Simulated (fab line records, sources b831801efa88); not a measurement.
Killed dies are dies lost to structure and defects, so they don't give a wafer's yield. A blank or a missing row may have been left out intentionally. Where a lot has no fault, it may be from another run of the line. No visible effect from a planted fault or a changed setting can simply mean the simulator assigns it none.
Code-filled problem report in 8D (eight disciplines) form + flow sky130 + the parts of the form that need people (team, actions taken, sign-off) are left out

1. WHAT WENT WRONG
On 3 wafers of 1 lot, runLengthS at SKY_FIELD_ISO_WET_ETCH_30 has a mean of 58 s; fault-free wafers read 79 s, standard deviation 3.3. That puts it -6.4 standard deviations away from the usual mean.
The step: etches SiO2 in dHF, target depth 25 nm, time 50 s.
The first sign was on wafer L618.2 at day 5 15:24, on wetBench-04. The record holds 39 wafers of 13 lots with a number at this step. Rule for "out" (also "out of limits"): further than 4 standard deviations from the usual mean. All remaining wafers that have a number are taken as sound.

2. WHAT THIS IS AND IS NOT
| question                    | is                     | is not                                                                          |
|-----------------------------|------------------------|---------------------------------------------------------------------------------|
| which readings at this step | runLengthS             | -                                                                               |
| which lots                  | L618                   | L603, L605, L606, L607, L609, L611, L612, L613, L615, L621, L625, L626          |
| which wafers of those lots  | all that have a number | -                                                                               |
| read on which tools         | wetBench-04            | wetBench-02, wetBench-03                                                        |
| when                        | from day 5 15:24       | up to then (27 sound wafers); but 9 sound wafers of L621, L625, L626 came after |

3. SUSPECTS, AND WHAT RULES EACH OUT
Counting: a tool at any process step up to the reading remains a suspect when it ran all the lots that are out and ran no sound lot after the first of those.
- wetBench-04 at SKY_FIELD_ISO_WET_ETCH_30 (etches SiO2 in dHF, target depth 25 nm, time 50 s): kept. It ran the lot that is out, L618 (day 5 15:24), and no sound lot after that; its last sound lot up to then is L615 (day 5 01:22). Its own runLengthS readings are out on those wafers.
After counting, what remains is wetBench-04 at SKY_FIELD_ISO_WET_ETCH_30.

4. THE CAUSE (what the simulator had put in)
wetBench-04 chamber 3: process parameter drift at SKY_FIELD_ISO_WET_ETCH_30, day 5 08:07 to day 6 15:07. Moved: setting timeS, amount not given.
Counting left only this tool.

5. THE EFFECT CHAIN, in route order
Rows list readings where the struck wafers' mean (over those with a number) sits beyond 3 standard deviations from the usual. Only readings whose record carries a usual standard deviation are examined. hours: median over the lots of the time between each lot's start at the first step of this table that gives one and its start at this step. sigmas: the change, counted in usual standard deviations.
| hours | step                      | reading    | usual | on struck wafers | change | sigmas |
|-------|---------------------------|------------|-------|------------------|--------|--------|
| 0     | SKY_FIELD_ISO_WET_ETCH_30 | runLengthS | 79 s  | 58               | -21    | -6.4   |
Here are the process steps it includes:
- SKY_FIELD_ISO_WET_ETCH_30: etches SiO2 in dHF, target depth 25 nm, time 50 s.
At these later measuring or inspecting steps, every struck wafer for which the step has a row has a number for every such reading, and none has moved that far: SKY_NWELL_THK_MEAS_02.

6. HOW IT WOULD HAVE BEEN CAUGHT EARLIER
The fault began at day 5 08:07; the first out-of-limits reading in this record came at day 5 15:24, 7 hours later.
